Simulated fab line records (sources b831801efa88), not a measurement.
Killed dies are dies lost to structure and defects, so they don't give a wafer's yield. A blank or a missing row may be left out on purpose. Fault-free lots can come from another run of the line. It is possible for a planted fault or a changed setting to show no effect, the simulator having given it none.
The tool behind it: which one? | flow sky130 | 45 wafers from 15 lots sampled at 5 of the route's 708 steps

WHAT THE GAUGES SHOWED, per wafer
SKY_METAL2_CD_MEAS_15: the cd target is 140 nm. Usual: 140.3 nm for cdNm, sd 1.4.
lot  | measured     | on       | cdNm (nm)         | flag
L746 | day 35 12:52 | cdSem-02 | 139.5 140.5 141.1 | 
L747 | day 35 23:27 | cdSem-02 | 140.1 138.8 139.3 | 
L748 | day 36 06:27 | cdSem-02 | 140.7 140.0 141.1 | 
L749 | day 37 00:02 | cdSem-02 | 141.6 140.9 141.3 | 
L750 | day 37 00:17 | cdSem-02 | 142.7 142.7 141.5 | 
L755 | day 39 06:13 | cdSem-01 | 141.3 139.6 138.9 | 
L758 | day 39 12:28 | cdSem-01 | 139.5 141.8 141.0 | 
L757 | day 39 13:08 | cdSem-02 | 214.7 214.7 214.4 | OFF
L759 | day 40 01:20 | cdSem-02 | 211.6 212.9 212.6 | OFF
L760 | day 40 03:31 | cdSem-02 | 199.5 198.2 198.9 | OFF
L761 | day 40 13:30 | cdSem-01 | 138.8 140.5 140.0 | 
L765 | day 41 09:07 | cdSem-01 | 141.1 142.7 141.3 | 
L766 | day 42 09:19 | cdSem-02 | 139.2 138.1 140.3 | 
L768 | day 42 10:44 | cdSem-02 | 141.8 141.0 141.2 | 
L769 | day 42 11:40 | cdSem-02 | 141.6 142.0 142.2 | 

SKY_VIA2_BOW_MEAS_03. Usual: VIA2_BOW typically reads 86 um, with standard deviation 7.8.
lot  | measured     | on           | VIA2_BOW (um) | flag
L746 | day 35 14:18 | filmMetro-04 | 70 67 81      | 
L747 | day 36 00:52 | filmMetro-02 | 84 88 100     | 
L748 | day 36 07:55 | filmMetro-01 | 80 90 82      | 
L749 | day 37 01:33 | filmMetro-04 | 89 89 73      | 
L750 | day 37 01:51 | filmMetro-02 | 104 94 87     | 
L755 | day 39 07:46 | filmMetro-04 | 87 80 87      | 
L758 | day 39 14:02 | filmMetro-01 | 85 97 83      | 
L761 | day 40 15:09 | filmMetro-02 | 88 91 99      | 
L765 | day 41 10:32 | filmMetro-02 | 83 84 87      | 
L766 | day 42 10:46 | filmMetro-02 | 73 82 94      | 
L768 | day 42 12:18 | filmMetro-02 | 94 86 87      | 
L769 | day 42 13:12 | filmMetro-01 | 69 85 77      | 

EACH LOT AND THE TOOL THAT RAN IT (in order: tool; ch and the chambers of the sampled wafers; start)
lot  | SKY_METAL1_SPUTTER_00       | SKY_METAL1_SPUTTER_04       | SKY_METAL2_EXPOSE_12
L746 | pvdSputter-04, day 32 01:10 | pvdSputter-04, day 32 01:16 | krfScanner-01 ch 0, day 34 23:40
L747 | pvdSputter-04, day 32 10:58 | pvdSputter-04, day 32 11:03 | krfScanner-02 ch 0, day 35 10:22
L748 | pvdSputter-03, day 32 18:40 | pvdSputter-03, day 32 18:46 | krfScanner-02 ch 0, day 35 17:37
L749 | pvdSputter-03, day 33 11:52 | pvdSputter-03, day 33 11:58 | krfScanner-01 ch 0, day 36 10:49
L750 | pvdSputter-04, day 33 12:23 | pvdSputter-04, day 33 12:28 | krfScanner-01 ch 0, day 36 11:07
L755 | pvdSputter-04, day 35 19:50 | pvdSputter-04, day 35 19:55 | krfScanner-02 ch 0, day 38 17:17
L758 | pvdSputter-03, day 36 03:58 | pvdSputter-03, day 36 04:03 | krfScanner-01 ch 0, day 39 00:37
L757 | pvdSputter-02, day 36 05:16 | pvdSputter-02, day 36 05:22 | krfScanner-02 ch 0, day 39 01:13
L759 | pvdSputter-03, day 36 16:37 | pvdSputter-03, day 36 16:43 | krfScanner-02 ch 0, day 39 12:46
L760 | pvdSputter-04, day 36 19:10 | pvdSputter-04, day 36 19:15 | krfScanner-02 ch 0, day 39 15:03
L761 | pvdSputter-04, day 37 05:23 | pvdSputter-04, day 37 05:29 | krfScanner-01 ch 0, day 40 01:27
L765 | pvdSputter-03, day 38 03:26 | pvdSputter-03, day 38 03:31 | krfScanner-01 ch 0, day 40 21:35
L766 | pvdSputter-02, day 39 03:22 | pvdSputter-02, day 39 03:28 | krfScanner-01 ch 0, day 41 21:08
L768 | pvdSputter-02, day 39 07:16 | pvdSputter-02, day 39 07:22 | krfScanner-01 ch 0, day 41 22:31
L769 | pvdSputter-04, day 39 07:28 | pvdSputter-04, day 39 07:33 | krfScanner-01 ch 0, day 41 23:37
- SKY_METAL1_SPUTTER_00: material Ti, target thk 15 nm, time 10 s.
- SKY_METAL1_SPUTTER_04: material TiN, target thk 70 nm, time 58.3 s.
- SKY_METAL2_EXPOSE_12: exposes mask MM2, target cd 140 nm.

AS READ BY THE TOOLS THEMSELVES (means over the sampled wafers that have a number; for cases with no such wafer, the mark the record gives instead)
SKY_METAL1_SPUTTER_00. Usual: 29.7 % for throttleValvePct, sd 1.2.
lot  | tool          | throttleValvePct (%) | flag
L746 | pvdSputter-04 | 29.9                 | 
L747 | pvdSputter-04 | 29.5                 | 
L748 | pvdSputter-03 | 29.1                 | 
L749 | pvdSputter-03 | 30.1                 | 
L750 | pvdSputter-04 | 29.5                 | 
L755 | pvdSputter-04 | 29.8                 | 
L758 | pvdSputter-03 | 27.6                 | 
L757 | pvdSputter-02 | 28.8                 | 
L759 | pvdSputter-03 | 30.3                 | 
L760 | pvdSputter-04 | 29.8                 | 
L761 | pvdSputter-04 | 30.0                 | 
L765 | pvdSputter-03 | 28.5                 | 
L766 | pvdSputter-02 | 30.0                 | 
L768 | pvdSputter-02 | 30.0                 | 
L769 | pvdSputter-04 | 30.3                 | 

SKY_METAL1_SPUTTER_04. Usual: 29.7 % for throttleValvePct, sd 1.2.
lot  | tool          | throttleValvePct (%) | flag
L746 | pvdSputter-04 | 30.1                 | 
L747 | pvdSputter-04 | 29.5                 | 
L748 | pvdSputter-03 | 29.0                 | 
L749 | pvdSputter-03 | 30.1                 | 
L750 | pvdSputter-04 | 29.6                 | 
L755 | pvdSputter-04 | 29.8                 | 
L758 | pvdSputter-03 | 27.6                 | 
L757 | pvdSputter-02 | 28.7                 | 
L759 | pvdSputter-03 | 30.2                 | 
L760 | pvdSputter-04 | 29.7                 | 
L761 | pvdSputter-04 | 30.1                 | 
L765 | pvdSputter-03 | 28.6                 | 
L766 | pvdSputter-02 | 29.9                 | 
L768 | pvdSputter-02 | 30.1                 | 
L769 | pvdSputter-04 | 30.2                 | 

SKY_METAL2_EXPOSE_12. Usual: 28.19 for exposureDoseMJCm2, sd 0.27.
lot  | tool          | exposureDoseMJCm2 | flag
L746 | krfScanner-01 | 27.98             | 
L747 | krfScanner-02 | 27.94             | 
L748 | krfScanner-02 | 27.93             | 
L749 | krfScanner-01 | 28.45             | 
L750 | krfScanner-01 | 28.49             | 
L755 | krfScanner-02 | 27.89             | 
L758 | krfScanner-01 | 28.47             | 
L757 | krfScanner-02 | 18.94             | OFF
L759 | krfScanner-02 | 18.96             | OFF
L760 | krfScanner-02 | 20.74             | OFF
L761 | krfScanner-01 | 28.49             | 
L765 | krfScanner-01 | 28.49             | 
L766 | krfScanner-01 | 28.43             | 
L768 | krfScanner-01 | 28.45             | 
L769 | krfScanner-01 | 28.47             | 

THE ANSWER, worked out from the rows above alone
Rule: a lot is off if the mean of its wafers that have a number lies more than 3 standard deviations from the usual mean. A lot without any number at a reading at which 4 lots or more have one is off too. Where the step has rows for the other lots, those lots are counted as sound. First the gauges in route order, then the tools' own readings, where a lot's mean is used as printed above. At the first step where some lot is off, the reading lying furthest off is the one used; lots without a number count as furthest.
Off: L757, L759, L760, at SKY_METAL2_CD_MEAS_15 (cdNm).
If a tool, at a process step before that reading, ran all the lots that are off and no sound lot after the first of them, it fits. The gauges at SKY_METAL2_CD_MEAS_15 aren't tried: what is off there is off at SKY_METAL2_EXPOSE_12 too, on other tools, and a gauge's error can't cause that. One candidate fits, namely krfScanner-02 at SKY_METAL2_EXPOSE_12. Its last sound lot is L755 (day 38 17:17), its first lot that is off L757 (day 39 01:13): a fault that began between those two fits.
On the lots that are off, the tool's own readings at SKY_METAL2_EXPOSE_12 differ by more than 5 times the standard deviation of the sound lots' means, which bears it out; exposureDoseMJCm2 reads 19.55 there versus 28.29 on the sound lots.

WHAT HAD BEEN PUT IN BY THE SIMULATOR
Process parameter drift: krfScanner-02, from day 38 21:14 on, at SKY_METAL2_EXPOSE_12. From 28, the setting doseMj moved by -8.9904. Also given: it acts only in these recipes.
Lots struck among those shown: L757, L759, L760. This agrees with what the rule above found.
